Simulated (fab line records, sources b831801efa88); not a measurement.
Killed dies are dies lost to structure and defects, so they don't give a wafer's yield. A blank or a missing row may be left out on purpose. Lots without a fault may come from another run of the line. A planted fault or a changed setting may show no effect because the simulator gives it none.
fab line records | flow sfq_line
record lots=5 wafers=15 last_day=92
route steps=325 shown M2@97 I2@103 M3@118 I3@133
lots that met no fault: from a run of the same line without faults
start_h: hours from the record's first day to the start of the lot's first wafer shown | wait_h: hours since the lot's step before | " the same as in the row above | L1.1+2: a row that stands for several wafers | - no value, or no start given | * or withheld: withheld | < > ~ a bound
route shown NAME@n: a module of which the file shows steps, and the number in the route of the first | usual: mean/standard deviation of fault-free wafers | same: alike in all rows | chamber/n: place in a boat | sites: the reading at each site | _std_site: their standard deviation | _edge_site: outer sites' mean less inner sites' | radius_mm: how far each site lies from the wafer's centre | mask NAME#n: copy n | behind: the tool/chamber that last shaped the wafer | hold: why the lot was held/for how many hours/how that ended | device: the transistor (n, p or np) that didn't switch | end of line: the same wafers' tests at the end of the route | a step without rows: its recipe alone | killed: dies lost to structure and defects at the first sort, not the wafer's yield | map: a wafer's dies, x killed, . not, _ none there
set.NAME: the setting as run; set.NAME@STEP: as run at that earlier step | model.NAME: the simulator's own value behind a step, which no gauge read
lots at some steps of the route; a table a step, a row a wafer
services: from which hour (start_h, from the record's first day; less than 0 if before it) a tool's chamber was out of use, for how many hours, and why
## steps
# step SFQ_TRILAYER_M2_LITHO_DEVELOP_059
# recipe time_s=60 resist=KrF
# columns lot.wafer tool chamber start_h wait_h
L077.2+5+6 litho_track-03 0 475.97 0.1
L083.4+5+6 litho_track-04 0 708.72 0.1
L086.1+2+5 litho_track-04 0 739.85 0.1
L088.1+3+4 litho_track-04 0 759.04 0.1
L093.2+3+4 litho_track-04 0 782.25 0.1
# step SFQ_M2_OVL_MEAS_916
# usual M2_OVL=4/4.7
# columns lot.wafer tool chamber start_h wait_h M2_OVL[nm]
L077.2 overlay-01 - 476.10 0.1 3
L077.5 " - " " 10
L077.6 " - " " 7
L083.4 overlay-02 - 708.82 0.1 6
L083.5 " - " " 5
L083.6 " - " " 5
L086.1 overlay-02 - 740.00 0.1 6
L086.2 " - " " 11
L086.5 " - " " 7
L088.1 overlay-02 - 759.19 0.1 3
L088.3 " - " " 2
L088.4 " - " " 2
L093.2 overlay-01 - 782.38 0.1 3
L093.3 " - " " 3
L093.4 " - " " 3
# step SFQ_TRILAYER_M2_BARC_OPEN_METAL_ETCH_077
# recipe mask_material=PR chemistry=O2 target_depth_nm=125 target=BARC icp_w=600 bias_w=80 pressure_mtorr=10 time_s=41.7
# usual bias_w=80.03/0.22 drypump_motor_current_A=5.38/0.26 oes_product_au=0.685/0.0042
# columns lot.wafer tool chamber start_h wait_h bias_w drypump_motor_current_A oes_product_au rf_hours_counter_h
L077.2 rie_metal-04 1 476.13 0.0 79.88 5.30 0.688 15
L077.5 " 0 " " 80.21 5.05 0.689 -
L077.6 " 1 " " 79.96 5.29 0.682 -
L083.4 rie_metal-01 1 708.85 0.0 80.21 5.38 0.692 -
L083.5 " 0 " " 79.66 5.84 0.692 -
L083.6 " 1 " " 79.71 5.38 0.685 -
L086.1 rie_metal-03 0 740.03 0.0 80.05 5.24 0.685 48
L086.2 " 1 " " 79.94 5.52 0.692 40
L086.5 " 0 " " 79.81 5.24 0.680 -
L088.1 rie_metal-01 1 759.22 0.0 79.93 5.38 0.685 1
L088.3 " 0 " " 80.47 5.89 0.684 -
L088.4 " 1 " " 79.96 5.40 0.686 -
L093.2 rie_metal-01 0 782.41 0.0 80.52 5.83 0.679 129
L093.3 " 1 " " 79.76 5.38 0.682 -
L093.4 " 0 " " 80.20 5.85 0.687 -
# step SFQ_TRILAYER_M2_ETCH_METAL_ETCH_060
# recipe target=Nb stop_on=SiO2 mask_material=PR chemistry=Cl2/Ar target_depth_nm=240 icp_w=600 bias_w=80 pressure_mtorr=10 time_s=120
# usual bias_w=79.98/0.24 drypump_motor_current_A=5.38/0.26 oes_product_au=0.891/0.0067
# columns lot.wafer tool chamber start_h wait_h bias_w drypump_motor_current_A oes_product_au rf_hours_counter_h
L077.2 rie_metal-04 1 476.19 0.0 79.82 5.31 0.897 15
L077.5 " 0 " " 79.64 5.06 0.897 -
L077.6 " 1 " " 79.84 5.30 0.895 -
L083.4 rie_metal-01 1 708.94 0.1 79.89 5.39 0.894 -
L083.5 " 0 " " 80.16 5.86 0.882 -
L083.6 " 1 " " 79.99 5.38 0.896 -
L086.1 rie_metal-03 0 740.09 0.0 79.77 5.26 0.879 48
L086.2 " 1 " " 80.40 5.52 0.895 40
L086.5 " 0 " " 80.08 5.23 0.878 -
L088.1 rie_metal-01 1 759.28 0.0 79.97 5.37 0.888 1
L088.3 " 0 " " 80.12 5.86 0.885 -
L088.4 " 1 " " 79.76 5.37 0.885 -
L093.2 rie_metal-01 0 782.47 0.0 80.27 5.85 0.891 129
L093.3 " 1 " " 79.53 5.38 0.886 -
L093.4 " 0 " " 80.13 5.86 0.893 -
# step SFQ_TRILAYER_M2_STRIP_STRIP_061
# recipe gas=O2 power_w=200 platen_temp_c=40 overash_fraction=0.65 chemistry=O2 pressure_mtorr=50
# usual drypump_motor_current_A=5.38/0.26 oes_product_au=1.000/0.015
# columns lot.wafer tool chamber start_h wait_h drypump_motor_current_A oes_product_au rf_hours_counter_h
L077.2 rie_metal-04 1 476.32 0.1 5.32 0.989 15
L077.5 " 0 " " 5.03 1.006 -
L077.6 " 1 " " 5.33 0.986 -
L083.4 rie_metal-01 1 709.22 0.2 5.38 1.001 -
L083.5 " 0 " " 5.83 0.974 -
L083.6 " 1 " " 5.38 1.003 -
L086.1 rie_metal-03 0 740.22 0.1 5.23 1.001 48
L086.2 " 1 " " 5.50 1.011 41
L086.5 " 0 " " 5.25 1.003 -
L088.1 rie_metal-01 1 759.41 0.1 5.37 1.020 1
L088.3 " 0 " " 5.83 0.977 -
L088.4 " 1 " " 5.37 1.013 -
L093.2 rie_metal-01 0 782.60 0.1 5.84 0.971 129
L093.3 " 1 " " 5.38 1.007 -
L093.4 " 0 " " 5.85 0.977 -
# step SFQ_TRILAYER_M2_STRIP_SOLV_CLEAN_062
# recipe chemistry=NMP temp_c=70 time_s=600
# columns lot.wafer tool chamber start_h wait_h
L077.2+5+6 wet_bench-04 7,2,6 476.92 0.4
L083.4+5+6 wet_bench-01 7,0,6 709.62 0.2
L086.1+2+5 wet_bench-02 4,0,7 740.82 0.4
L088.1+3+4 wet_bench-01 5,3,2 760.01 0.4
L093.2+3+4 wet_bench-01 3,1,2 783.20 0.4
# step SFQ_TRILAYER_I2_DEP_PECVD_063
# recipe material=SiO2 temp_c=150 time_s=111.11 pressure_torr=2.4 rf_w=183.3 precursor=SiH4/N2O target_thk_nm=500
# usual heater_power_w=78/14 throttle_valve_pct=25.0/1.3
# columns lot.wafer tool chamber start_h wait_h heater_power_w since_wet_clean_h throttle_valve_pct
L077.2 pecvd-02 0 477.27 0.0 69 635 26.3
L077.5 " 0 " " 55 - 26.3
L077.6 " 1 " " 71 - 27.4
L083.4 pecvd-01 0 709.83 0.0 77 - 24.0
L083.5 " 1 " " 73 - 25.1
L083.6 " 2 " " 112 - 25.1
L086.1 pecvd-04 1 740.99 0.0 70 533 25.0
L086.2 " 0 " " 86 533 23.4
L086.5 " 0 " " 94 - 23.7
L088.1 pecvd-04 0 760.36 0.0 104 552 24.1
L088.3 " 2 " " 81 552 24.3
L088.4 " 1 " " 69 - 25.4
L093.2 pecvd-04 0 783.37 0.0 84 575 23.9
L093.3 " 1 " " 61 575 25.2
L093.4 " 2 " " 83 - 24.4
# step SFQ_TRILAYER_I2_CMP_CMP_064
# recipe material=SiO2 down_force_psi=3 platen_rpm=60 pad_velocity_m_s=0.94248
# usual motor_current_A=9.7/0.6 retaining_ring_pressure_frac=1.000/0.0049 time_to_endpoint_s=218/8.2
# columns lot.wafer tool chamber start_h wait_h motor_current_A retaining_ring_pressure_frac time_to_endpoint_s
L077.2 cmp-02 2 480.02 2.7 9.8 0.992 218
L077.6 " 0 481.02 3.7 10.6 1.004 226
L077.5 " 1 " " 9.7 1.001 218
L083.4 cmp-02 2 710.36 0.5 10.1 0.991 235
L083.5 " 2 712.36 2.5 9.5 1.004 235
L083.6 " 3 " " 9.2 1.006 222
L086.2 cmp-01 0 743.06 2.0 8.8 1.003 224
L086.1 " 3 744.56 3.5 10.3 0.996 220
L086.5 " 1 745.56 4.5 9.0 0.995 217
L088.3 cmp-02 2 762.06 1.7 9.9 1.003 214
L088.4 " 0 763.06 2.6 10.0 1.003 225
L088.1 " 1 " " 10.6 0.992 210
L093.3 cmp-02 0 792.56 9.2 10.8 1.000 209
L093.4 " 1 " " 10.0 1.011 208
L093.2 " 2 " " 10.1 0.992 206
# step SFQ_I2_BOW_MEAS_917
# recipe mode=bow
# usual I2_BOW=0/8.7
# columns lot.wafer tool chamber start_h wait_h I2_BOW[um]
L077.2 film_metro-04 - 482.04 1.5 -3
L077.5 " - " " -3
L077.6 " - " " -5
L083.4 film_metro-04 - 713.42 2.6 -13
L083.5 " - " " -18
L083.6 " - " " -7
L086.1 film_metro-04 - 746.06 1.0 11
L086.2 " - " " 3
L086.5 " - " " 0
L088.1 film_metro-03 - 765.06 1.0 4
L088.3 " - " " 16
L088.4 " - " " 18
L093.2 film_metro-02 - 795.08 1.0 1
L093.3 " - " " 11
L093.4 " - " " 11
# step SFQ_TRILAYER_I2_METRO_MEASURE_065
# usual thk_nm=200.5/1.1
# columns lot.wafer tool chamber start_h wait_h thk_nm
L077.2 film_metro-04 - 482.34 0.3 201.1
L077.5 " - " " 198.8
L077.6 " - " " 200.0
L083.4 film_metro-04 - 714.08 0.6 201.5
L083.5 " - " " 201.8
L083.6 " - " " 200.6
L086.1 film_metro-04 - 746.18 0.1 201.5
L086.2 " - " " 202.7
L086.5 " - " " 200.7
L088.1 film_metro-03 - 765.18 0.1 199.6
L088.3 " - " " 200.5
L088.4 " - " " 200.3
L093.2 film_metro-02 - 795.38 0.3 200.0
L093.3 " - " " 199.2
L093.4 " - " " 198.9
# step SFQ_TRILAYER_I2_VIA_LITHO_COAT_072
# recipe resist=BARC spin_rpm=3000 resist_thk_nm=62
# columns lot.wafer tool chamber start_h wait_h
L077.2+5+6 litho_track-03 0 483.39 0.8
L083.4+5+6 litho_track-01 0 714.83 0.6
L086.1+2+5 litho_track-01 0 747.38 1.0
L088.1+3+4 litho_track-03 0 766.38 1.0
L093.2+3+4 litho_track-01 0 796.43 0.8
# step SFQ_TRILAYER_I2_VIA_LITHO_COAT_067
# recipe resist=KrF spin_rpm=3000 resist_thk_nm=650
# columns lot.wafer tool chamber start_h wait_h
L077.2+5+6 litho_track-03 0 483.69 0.2
L083.4+5+6 litho_track-01 0 715.13 0.2
L086.1+2+5 litho_track-01 0 747.68 0.2
L088.1+3+4 litho_track-03 0 766.68 0.2
L093.2+3+4 litho_track-01 0 796.73 0.2
# step SFQ_TRILAYER_I2_VIA_LITHO_SOFTBAKE_071
# recipe temp_c=withheld time_s=withheld resist=KrF
# columns lot.wafer tool chamber start_h wait_h
L077.2+5+6 litho_track-03 0 483.97 0.2
L083.4+5+6 litho_track-01 0 715.35 0.2
L086.1+2+5 litho_track-01 0 747.98 0.2
L088.1+3+4 litho_track-03 0 766.98 0.2
L093.2+3+4 litho_track-01 0 797.01 0.2
# step SFQ_TRILAYER_I2_VIA_LITHO_EXPOSE_068
# recipe mask_id=I2 na=0.6 source_shape=conventional sigma_outer=0.65 target_cd_nm=500 dose_mj=21.3
# columns lot.wafer tool chamber start_h wait_h mask
L077.2+5+6 krf_scanner-01 0 633.78 - I2#0
L083.4+5+6 krf_scanner-02 0 856.81 - I2#0
L086.1+2+5 krf_scanner-02 0 881.11 - I2#0
L088.1+3+4 krf_scanner-01 0 895.15 - I2#0
L093.2+3+4 krf_scanner-01 0 923.70 - I2#0
# step SFQ_TRILAYER_I2_VIA_LITHO_PEB_070
# recipe peb_temp_c=115 peb_time_s=60 resist=KrF
# usual heater_power_total_W=79.15/0.064
# columns lot.wafer tool chamber start_h wait_h heater_power_total_W
L077.2 litho_track-01 0 634.81 0.8 79.20
L077.5 " 0 " " 79.14
L077.6 " 0 " " 79.06
L083.4 litho_track-02 0 857.85 0.8 79.13
L083.5 " 0 " " 79.22
L083.6 " 0 " " 79.20
L086.1 litho_track-03 0 882.31 1.0 79.19
L086.2 " 0 " " 79.16
L086.5 " 0 " " 79.21
L088.1 litho_track-01 0 896.35 1.0 79.17
L088.3 " 0 " " 79.17
L088.4 " 0 " " 79.19
L093.2 litho_track-01 0 924.72 0.8 79.12
L093.3 " 0 " " 79.19
L093.4 " 0 " " 79.10
# step SFQ_TRILAYER_I2_VIA_LITHO_DEVELOP_069
# recipe time_s=60 resist=KrF
# columns lot.wafer tool chamber start_h wait_h
L077.2+5+6 litho_track-01 0 634.96 0.1
L083.4+5+6 litho_track-02 0 858.00 0.1
L086.1+2+5 litho_track-03 0 882.46 0.1
L088.1+3+4 litho_track-01 0 896.50 0.1
L093.2+3+4 litho_track-01 0 924.87 0.1
# step SFQ_I2_OVL_MEAS_918
# usual I2_OVL=-1/6.7
# columns lot.wafer tool chamber start_h wait_h I2_OVL[nm]
L077.2 overlay-02 - 635.09 0.1 6
L077.5 " - " " -5
L077.6 " - " " 3
L083.4 overlay-02 - 858.10 0.1 -13
L083.5 " - " " -9
L083.6 " - " " -2
L086.1 overlay-01 - 882.61 0.1 11
L086.2 " - " " 5
L086.5 " - " " 9
L088.1 overlay-01 - 896.65 0.1 -11
L088.3 " - " " -7
L088.4 " - " " -14
L093.2 overlay-02 - 925.01 0.1 -15
L093.3 " - " " -11
L093.4 " - " " -12
# step SFQ_TRILAYER_I2_VIA_BARC_OPEN_VIA_ETCH_096
# recipe mask_material=PR chemistry=O2 target_depth_nm=125 target=BARC source_w=500 bias_w=80 pressure_mtorr=30 time_s=41.7
# usual bias_w=80.03/0.25 drypump_motor_current_A=6.0/0.59 oes_product_au=0.685/0.0051
# columns lot.wafer tool chamber start_h wait_h bias_w drypump_motor_current_A oes_product_au rf_hours_counter_h
L077.2 rie_diel-03 1 635.12 0.0 80.09 5.7 0.686 7
L077.5 " 3 " " 80.35 6.7 0.672 -
L077.6 " 2 " " 79.75 5.8 0.689 -
L083.4 rie_diel-03 1 858.11 0.0 79.88 5.7 0.690 10
L083.5 " 3 " " 79.65 6.7 0.681 -
L083.6 " 0 " " 80.20 6.3 0.682 -
L086.1 rie_diel-03 2 882.64 0.0 79.90 5.8 0.685 14
L086.2 " 1 " " 79.97 5.7 0.684 10
L086.5 " 1 " " 80.32 5.7 0.687 -
L088.1 rie_diel-02 0 896.69 0.0 80.47 5.0 0.686 9
L088.3 " 2 " " 80.29 6.7 0.679 6
L088.4 " 1 " " 80.38 5.7 0.687 17
L093.2 rie_diel-02 0 925.04 0.0 80.08 5.0 0.702 10
L093.3 " 3 " " 79.96 5.6 0.686 10
L093.4 " 1 " " 80.33 5.7 0.680 18
# step SFQ_TRILAYER_I2_VIA_ETCH_VIA_ETCH_070
# recipe target=SiO2 stop_on=Nb mask_material=PR taper_deg=20 chemistry=CHF3 target_depth_nm=260 source_w=500 bias_w=80 pressure_mtorr=30 time_s=withheld
# usual bias_w=79.98/0.25 drypump_motor_current_A=6.0/0.59 oes_product_au=0.856/0.0057
# columns lot.wafer tool chamber start_h wait_h bias_w drypump_motor_current_A oes_product_au
L077.2 rie_diel-03 1 635.16 0.0 80.39 5.7 0.869
L077.5 " 3 " " 79.94 6.7 0.855
L077.6 " 2 " " 79.88 5.7 0.853
L083.4 rie_diel-03 1 858.15 0.0 79.95 5.7 0.864
L083.5 " 3 " " 80.12 6.7 0.862
L083.6 " 0 " " 80.01 6.4 0.868
L086.1 rie_diel-03 2 882.68 0.0 79.78 5.8 0.860
L086.2 " 1 " " 80.24 5.7 0.859
L086.5 " 1 " " 80.00 5.7 0.863
L088.1 rie_diel-02 0 896.73 0.0 80.17 5.0 0.855
L088.3 " 2 " " 79.76 6.7 0.855
L088.4 " 1 " " 80.16 5.7 0.847
L093.2 rie_diel-02 0 925.08 0.0 79.57 5.0 0.864
L093.3 " 3 " " 79.42 5.6 0.839
L093.4 " 1 " " 80.21 5.8 0.848
# step SFQ_TRILAYER_I2_VIA_STRIP_STRIP_071
# recipe gas=O2 power_w=200 platen_temp_c=40 overash_fraction=0.65 chemistry=O2 pressure_mtorr=50
# usual drypump_motor_current_A=5.3/0.32 oes_product_au=1.001/0.013
# columns lot.wafer tool chamber start_h wait_h drypump_motor_current_A oes_product_au rf_hours_counter_h
L077.2 rie_metal-01 0 635.27 - 5.8 0.988 105
L077.5 " 0 " " 5.8 0.980 -
L077.6 " 1 " " 5.4 1.018 -
L083.4 rie_metal-02 0 858.47 - 5.7 0.990 -
L083.5 " 0 " " 5.7 0.998 -
L083.6 " 1 " " 4.7 1.009 -
L086.1 rie_metal-04 1 882.79 - 5.3 1.001 76
L086.2 " 0 " " 5.1 1.004 128
L086.5 " 0 " " 5.1 1.001 -
L088.1 rie_metal-01 0 896.84 - 5.8 0.989 5
L088.3 " 0 " " 5.8 0.980 -
L088.4 " 1 " " 5.4 1.015 -
L093.2 rie_metal-02 0 925.19 - 5.7 0.982 85
L093.3 " 1 " " 4.7 1.002 -
L093.4 " 0 " " 5.6 0.993 -
# step SFQ_TRILAYER_I2_VIA_STRIP_SOLV_CLEAN_072
# recipe chemistry=NMP temp_c=70 time_s=600
# columns lot.wafer tool chamber start_h wait_h
L077.2+5+6 wet_bench-01 1,2,4 635.87 0.4
L083.4+5+6 wet_bench-03 5,1,4 858.87 0.2
L086.1+2+5 wet_bench-04 2,6,1 883.39 0.4
L088.1+3+4 wet_bench-01 3,0,2 897.44 0.4
L093.2+3+4 wet_bench-03 0,7,3 925.79 0.4
# step SFQ_TRILAYER_M3_DEP_PRE_CLEAN_074
# recipe gas=Ar time_s=22.5 bias_v=250
# usual bias_v=250/3
# columns lot.wafer tool chamber start_h wait_h bias_v
L077.2 pvd_sputter-05 - 636.22 0.0 253
L077.5 " - " " 249
L077.6 " - " " 251
L083.4 pvd_sputter-06 - 859.06 0.0 251
L083.5 " - " " 249
L083.6 " - " " 249
L086.1 pvd_sputter-03 - 883.57 0.0 252
L086.2 " - " " 249
L086.5 " - " " 252
L088.1 pvd_sputter-05 - 897.61 0.0 253
L088.3 " - " " 249
L088.4 " - " " 249
L093.2 pvd_sputter-06 - 925.96 0.0 253
L093.3 " - " " 246
L093.4 " - " " 242
# step SFQ_TRILAYER_M3_DEP_SPUTTER_073
# recipe material=Nb base_pressure_pa=1.33e-06 chamber_pressure_pa=0.1333 substrate_temp_c=20 resputter_cathode_voltage_v=400 target_thk_nm=200 power_w=2000 time_s=133.3
# usual substrate_temp_c=19.99/0.11 throttle_valve_pct=30.0/0.77
# columns lot.wafer tool chamber start_h wait_h substrate_temp_c throttle_valve_pct
L077.2 pvd_sputter-05 - 636.25 0.0 20.01 29.7
L077.5 " - " " 20.08 29.4
L077.6 " - " " 19.96 28.9
L083.4 pvd_sputter-06 - 859.12 0.0 19.80 29.2
L083.5 " - " " 19.72 30.5
L083.6 " - " " 20.06 30.5
L086.1 pvd_sputter-03 - 883.60 0.0 20.17 31.5
L086.2 " - " " 20.02 29.4
L086.5 " - " " 20.02 30.1
L088.1 pvd_sputter-05 - 897.65 0.0 20.11 29.0
L088.3 " - " " 20.04 29.7
L088.4 " - " " 19.85 29.5
L093.2 pvd_sputter-06 - 925.99 0.0 20.07 28.8
L093.3 " - " " 20.18 30.6
L093.4 " - " " 20.00 30.5
# step SFQ_M3_RS_MEAS_919
# recipe thk_meas_gauge=four-point-probe reads=Nb_of_TRILAYER_M3_DEP_SPUTTER_073
# usual M3_NB_RS=0.890/0.0097
# columns lot.wafer tool chamber start_h wait_h M3_NB_RS[ohm/sq]
L077.2 film_metro-02 - 636.36 0.1 0.892
L077.5 " - " " 0.889
L077.6 " - " " 0.897
L083.4 film_metro-01 - 859.22 0.1 0.895
L083.5 " - " " 0.880
L083.6 " - " " 0.886
L086.1 film_metro-03 - 883.69 0.0 0.882
L086.2 " - " " 0.893
L086.5 " - " " 0.887
L088.1 film_metro-03 - 897.75 0.1 0.902
L088.3 " - " " 0.906
L088.4 " - " " 0.908
L093.2 film_metro-03 - 926.10 0.1 0.889
L093.3 " - " " 0.866
L093.4 " - " " 0.871
# step SFQ_TRILAYER_M3_LITHO_COAT_080
# recipe resist=BARC spin_rpm=3000 resist_thk_nm=62
# columns lot.wafer tool chamber start_h wait_h
L077.2+5+6 litho_track-01 0 636.57 0.1
L083.4+5+6 litho_track-02 0 859.49 0.2
L086.1+2+5 litho_track-01 0 883.87 0.1
L088.1+3+4 litho_track-01 0 897.93 0.1
L093.2+3+4 litho_track-04 0 926.31 0.1
# step SFQ_TRILAYER_M3_LITHO_COAT_075
# recipe resist=KrF spin_rpm=3000 resist_thk_nm=600
# columns lot.wafer tool chamber start_h wait_h
L077.2+5+6 litho_track-01 0 636.87 0.2
L083.4+5+6 litho_track-02 0 859.79 0.2
L086.1+2+5 litho_track-01 0 884.17 0.2
L088.1+3+4 litho_track-01 0 898.23 0.2
L093.2+3+4 litho_track-04 0 926.61 0.2
# step SFQ_TRILAYER_M3_LITHO_SOFTBAKE_079
# recipe temp_c=withheld time_s=withheld resist=KrF
# columns lot.wafer tool chamber start_h wait_h
L077.2+5+6 litho_track-01 0 637.15 0.2
L083.4+5+6 litho_track-02 0 860.02 0.2
L086.1+2+5 litho_track-01 0 884.47 0.2
L088.1+3+4 litho_track-01 0 898.53 0.2
L093.2+3+4 litho_track-04 0 926.89 0.2
# step SFQ_TRILAYER_M3_LITHO_EXPOSE_076
# recipe mask_id=M3 na=0.6 source_shape=conventional sigma_outer=0.65 target_cd_nm=500 dose_mj=14.4
# columns lot.wafer tool chamber start_h wait_h mask
L077.2+5+6 krf_scanner-02 0 758.32 - M3#0
L083.4+5+6 krf_scanner-01 0 860.69 - M3#0
L086.1+2+5 krf_scanner-02 0 901.11 - M3#0
L088.1+3+4 krf_scanner-02 0 907.11 - M3#0
L093.2+3+4 krf_scanner-02 0 933.08 - M3#0
# step SFQ_TRILAYER_M3_LITHO_PEB_078
# recipe peb_temp_c=115 peb_time_s=60 resist=KrF
# usual heater_power_total_W=79.15/0.07
# columns lot.wafer tool chamber start_h wait_h heater_power_total_W
L077.2 litho_track-02 0 759.35 0.8 79.16
L077.5 " 0 " " 79.14
L077.6 " 0 " " 79.00
L083.4 litho_track-04 0 861.37 0.5 79.11
L083.5 " 0 " " 79.18
L083.6 " 0 " " 78.98
L086.1 litho_track-01 0 902.31 1.0 79.24
L086.2 " 0 " " 79.16
L086.5 " 0 " " 79.17
L088.1 litho_track-01 0 908.31 1.0 79.06
L088.3 " 0 " " 79.26
L088.4 " 0 " " 79.15
L093.2 litho_track-04 0 934.11 0.8 79.23
L093.3 " 0 " " 79.14
L093.4 " 0 " " 79.17
# step SFQ_TRILAYER_M3_LITHO_DEVELOP_077
# recipe time_s=60 resist=KrF
# columns lot.wafer tool chamber start_h wait_h
L077.2+5+6 litho_track-02 0 759.50 0.1
L083.4+5+6 litho_track-04 0 861.52 0.1
L086.1+2+5 litho_track-01 0 902.46 0.1
L088.1+3+4 litho_track-01 0 908.46 0.1
L093.2+3+4 litho_track-04 0 934.26 0.1
# step SFQ_M3_OVL_MEAS_921
# usual M3_OVL=2/5.5
# columns lot.wafer tool chamber start_h wait_h M3_OVL[nm]
L077.2 overlay-01 - 759.63 0.1 4
L077.5 " - " " 9
L077.6 " - " " -3
L083.4 overlay-02 - 861.61 0.1 3
L083.5 " - " " 2
L083.6 " - " " 0
L086.1 overlay-01 - 902.61 0.1 -1
L086.2 " - " " -4
L086.5 " - " " -4
L088.1 overlay-01 - 908.61 0.1 11
L088.3 " - " " 7
L088.4 " - " " 4
L093.2 overlay-01 - 934.39 0.1 -2
L093.3 " - " " 7
L093.4 " - " " 2
# step SFQ_TRILAYER_M3_BARC_OPEN_METAL_ETCH_100
# recipe mask_material=PR chemistry=O2 target_depth_nm=125 target=BARC icp_w=600 bias_w=80 pressure_mtorr=10 time_s=41.7
# usual bias_w=79.98/0.22 drypump_motor_current_A=5.4/0.39 oes_product_au=0.686/0.0045
# columns lot.wafer tool chamber start_h wait_h bias_w drypump_motor_current_A oes_product_au rf_hours_counter_h
L077.2 rie_metal-02 0 759.66 0.0 79.93 5.7 0.681 58
L077.5 " 0 " " 79.65 5.6 0.687 -
L077.6 " 1 " " 80.32 4.7 0.682 -
L083.4 rie_metal-01 1 861.65 0.0 79.75 5.4 0.690 -
L083.5 " 0 " " 79.86 5.9 0.682 -
L083.6 " 1 " " 79.69 5.4 0.688 -
L086.1 rie_metal-02 0 902.65 0.0 80.53 5.7 0.682 80
L086.2 " 1 " " 80.03 4.7 0.686 85
L086.5 " 1 " " 80.04 4.7 0.687 -
L088.1 rie_metal-02 1 908.65 0.0 79.70 4.7 0.682 87
L088.3 " 1 " " 79.51 4.7 0.678 -
L088.4 " 0 " " 79.95 5.7 0.683 -
L093.2 rie_metal-02 0 934.42 0.0 79.79 5.7 0.688 85
L093.3 " 1 " " 80.04 4.7 0.691 -
L093.4 " 0 " " 79.91 5.7 0.680 -
# step SFQ_TRILAYER_M3_ETCH_METAL_ETCH_078
# recipe target=Nb stop_on=SiO2 mask_material=PR chemistry=Cl2/Ar target_depth_nm=240 icp_w=600 bias_w=80 pressure_mtorr=10 time_s=120
# usual bias_w=80.01/0.22 drypump_motor_current_A=5.4/0.39 oes_product_au=0.894/0.0078
# columns lot.wafer tool chamber start_h wait_h bias_w drypump_motor_current_A oes_product_au rf_hours_counter_h
L077.2 rie_metal-02 0 759.72 0.0 80.04 5.7 0.902 58
L077.5 " 0 " " 79.83 5.7 0.900 -
L077.6 " 1 " " 79.98 4.7 0.895 -
L083.4 rie_metal-01 1 861.73 0.1 79.84 5.4 0.895 -
L083.5 " 0 " " 80.29 5.8 0.907 -
L083.6 " 1 " " 79.71 5.4 0.898 -
L086.1 rie_metal-02 0 902.71 0.0 79.91 5.7 0.904 80
L086.2 " 1 " " 80.25 4.7 0.885 85
L086.5 " 1 " " 80.27 4.7 0.907 -
L088.1 rie_metal-02 1 908.71 0.0 80.21 4.7 0.881 87
L088.3 " 1 " " 79.86 4.7 0.885 -
L088.4 " 0 " " 79.72 5.7 0.883 -
L093.2 rie_metal-02 0 934.48 0.0 79.75 5.7 0.897 86
L093.3 " 1 " " 80.10 4.7 0.917 -
L093.4 " 0 " " 80.20 5.7 0.902 -
# step SFQ_TRILAYER_M3_STRIP_STRIP_079
# recipe gas=O2 power_w=200 platen_temp_c=40 overash_fraction=0.65 chemistry=O2 pressure_mtorr=50
# usual drypump_motor_current_A=5.4/0.38 oes_product_au=0.999/0.014
# columns lot.wafer tool chamber start_h wait_h drypump_motor_current_A oes_product_au rf_hours_counter_h
L077.2 rie_metal-02 0 759.84 0.1 5.7 1.004 58
L077.5 " 0 " " 5.7 0.993 -
L077.6 " 0 " " 5.7 1.006 -
L083.4 rie_metal-01 1 862.01 0.2 5.4 1.004 -
L083.5 " 0 " " 5.8 0.986 -
L083.6 " 1 " " 5.4 1.017 -
L086.1 rie_metal-02 0 902.83 0.1 5.7 0.991 80
L086.2 " 1 " " 4.7 1.019 85
L086.5 " 1 " " 4.7 1.021 -
L088.1 rie_metal-02 1 908.83 0.1 4.7 0.997 87
L088.3 " 1 " " 4.7 1.001 -
L088.4 " 0 " " 5.7 0.977 -
L093.2 rie_metal-02 0 934.60 0.1 5.7 0.981 86
L093.3 " 1 " " 4.7 1.005 -
L093.4 " 0 " " 5.7 0.984 -
# step SFQ_TRILAYER_M3_STRIP_SOLV_CLEAN_080
# recipe chemistry=NMP temp_c=70 time_s=600
# columns lot.wafer tool chamber start_h wait_h
L077.2+5+6 wet_bench-02 7,3,0 760.84 0.8
L083.4+5+6 wet_bench-02 7,1,6 862.41 0.2
L086.1+2+5 wet_bench-03 7,1,6 903.43 0.4
L088.1+3+4 wet_bench-02 0,7,3 909.43 0.4
L093.2+3+4 wet_bench-02 6,1,4 935.20 0.4
# step SFQ_TRILAYER_I3_DEP_PECVD_081
# recipe material=SiO2 temp_c=150 time_s=111.11 pressure_torr=2.4 rf_w=183.3 precursor=SiH4/N2O target_thk_nm=500
# usual heater_power_w=85/17 throttle_valve_pct=26.2/1.7
# columns lot.wafer tool chamber start_h wait_h heater_power_w since_wet_clean_h throttle_valve_pct
L077.2 pecvd-03 2 761.19 0.0 98 1306 26.0
L077.5 " 1 " " 102 - 25.1
L077.6 " 2 " " 80 - 25.7
L083.4 pecvd-04 0 862.64 0.0 95 - 23.6
L083.5 " 2 " " 79 - 24.6
L083.6 " 1 " " 64 - 25.4
L086.1 pecvd-03 0 903.61 0.0 108 1448 27.4
L086.2 " 1 " " 98 1448 25.0
L086.5 " 2 " " 93 - 25.6
L088.1 pecvd-03 2 909.61 0.0 96 1454 25.4
L088.3 " 0 " " 111 1454 27.4
L088.4 " 0 " " 112 - 27.4
L093.2 pecvd-02 2 935.38 0.0 67 1093 25.7
L093.3 " 1 " " 74 1093 29.2
L093.4 " 0 " " 71 - 27.4
## services
# columns tool chamber start_h hours kind
krf_scanner-02 - 455.72 3.1 repair
krf_scanner-02 - 458.78 1.0 pm
rie_diel-03 - 459.67 0.4 repair
krf_scanner-02 - 472.68 0.7 repair
rie_diel-03 2 476.06 4.4 repair
krf_scanner-02 - 476.28 0.2 repair
rie_diel-03 3 497.33 2.5 repair
rie_diel-03 1 503.17 8.2 repair
rie_diel-03 2 545.09 2.3 repair
rie_diel-03 - 547.94 28.1 pm
krf_scanner-02 - 574.66 1.3 pm
krf_scanner-02 - 581.84 0.8 pm
rie_diel-03 - 583.76 2.8 pm
krf_scanner-02 - 626.64 1.0 pm
krf_scanner-02 - 644.14 1.4 repair
rie_metal-01 - 650.00 2.8 pm
rie_diel-03 - 731.93 0.7 repair
rie_diel-03 - 733.96 0.3 repair
krf_scanner-02 - 750.50 1.3 pm
krf_scanner-02 - 751.80 4.4 pm
krf_scanner-02 - 796.47 1.0 pm
krf_scanner-02 - 811.87 4.0 pm
rie_diel-03 3 830.25 6.4 repair
rie_metal-02 - 917.96 2.8 pm
## key
fault none
